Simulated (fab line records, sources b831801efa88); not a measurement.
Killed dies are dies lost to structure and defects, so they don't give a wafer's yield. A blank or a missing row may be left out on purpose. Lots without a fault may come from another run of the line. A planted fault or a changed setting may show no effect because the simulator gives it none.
Which tool did it? | flow sfq_line | 14 lots, 42 wafers sampled, at 1 step of a route of 325

WHAT THE GAUGES READ, wafer by wafer
The record holds no reading of a measuring or inspecting step that can be judged against a usual standard deviation.

WHICH TOOL RAN EACH LOT (tool, then ch and the chambers of the sampled wafers, then the start)
lot  | SFQ_TRILAYER_M7_ETCH_METAL_ETCH_180
L910 | rie_metal-02 ch 0,1, day 67 16:24
L911 | rie_metal-02 ch 0,1, day 69 16:22
L912 | rie_metal-04 ch 0,1, day 76 05:26
L913 | rie_metal-02 ch 0,1, day 76 06:47
L917 | rie_metal-02 ch 0,1, day 77 04:08
L919 | rie_metal-02 ch 0,1, day 77 15:00
L922 | rie_metal-04 ch 0,1, day 77 22:08
L924 | rie_metal-04 ch 0,1, day 78 00:32
L923 | rie_metal-02 ch 0, day 79 15:03
L926 | rie_metal-02 ch 0,1, day 82 19:56
L927 | rie_metal-04 ch 0,1, day 88 11:48
L928 | rie_metal-01 ch 0,1, day 88 13:00
L932 | rie_metal-01 ch 0,1, day 92 10:06
L933 | rie_metal-02 ch 0,1, day 92 13:42
- SFQ_TRILAYER_M7_ETCH_METAL_ETCH_180: etches Nb in Cl2/Ar, stops on SiO2, target depth 240 nm, time 120 s.

WHAT THE TOOLS THEMSELVES READ (means of the sampled wafers that have a number; where no wafer has one, the mark that the record gives instead)
SFQ_TRILAYER_M7_ETCH_METAL_ETCH_180.
lot  | tool         | bias_w (W) | chamber_pressure_mTorr (mTorr) | drypump_motor_current_A (A) | oes_product_au (a.u.)
L910 | rie_metal-02 | 80.02      | 9.990                          | 6.0                         | 0.897
L911 | rie_metal-02 | 80.01      | 10.001                         | 6.0                         | 0.890
L912 | rie_metal-04 | 79.83      | 9.987                          | 6.0                         | 0.893
L913 | rie_metal-02 | 80.27      | 10.005                         | 6.2                         | 0.894
L917 | rie_metal-02 | 80.00      | 10.006                         | 6.0                         | 0.882
L919 | rie_metal-02 | 79.88      | 9.998                          | 6.0                         | 0.895
L922 | rie_metal-04 | -          | -                              | -                           | -
L924 | rie_metal-04 | -          | -                              | -                           | -
L923 | rie_metal-02 | 80.16      | 9.992                          | 6.2                         | 0.894
L926 | rie_metal-02 | 80.12      | 10.005                         | 6.0                         | 0.884
L927 | rie_metal-04 | 79.86      | 9.998                          | 5.6                         | 0.888
L928 | rie_metal-01 | 80.05      | 9.998                          | 6.0                         | 0.887
L932 | rie_metal-01 | 80.07      | 10.002                         | 6.0                         | 0.897
L933 | rie_metal-02 | 79.94      | 10.003                         | 6.0                         | 0.894

THE ANSWER, worked out from the rows above alone
Rule: what is usual is taken from the lots themselves. Put in order of their means at a reading, lots are off if they are a third of the lots or fewer, leave a main group of 4 or more, and stand apart from it by a gap of 3 or more times the standard deviation of the main group's means; of several such gaps the widest counts. A main group whose means are all the same, to the digits that the tables above print for the reading, isn't used. A lot without any number at a reading at which 4 lots or more have one is off too. The other lots that the step has rows for count as sound. The gauges are gone through in route order, then the tools' own readings, and for those a lot's mean is taken as printed above. The first step at which some lot is off is used, and at that step the reading that is off furthest; a lot without a number counts as furthest.
Off: L922, L924, at SFQ_TRILAYER_M7_ETCH_METAL_ETCH_180 (bias_w). Without a number there: L922, L924. The main group: mean 80.02 W, standard deviation 0.12.
A tool fits if, at that step or a process step before it, it ran every lot that is off, and no sound lot after the first of them. None of those tried fits.

WHAT THE SIMULATOR HAD PUT IN
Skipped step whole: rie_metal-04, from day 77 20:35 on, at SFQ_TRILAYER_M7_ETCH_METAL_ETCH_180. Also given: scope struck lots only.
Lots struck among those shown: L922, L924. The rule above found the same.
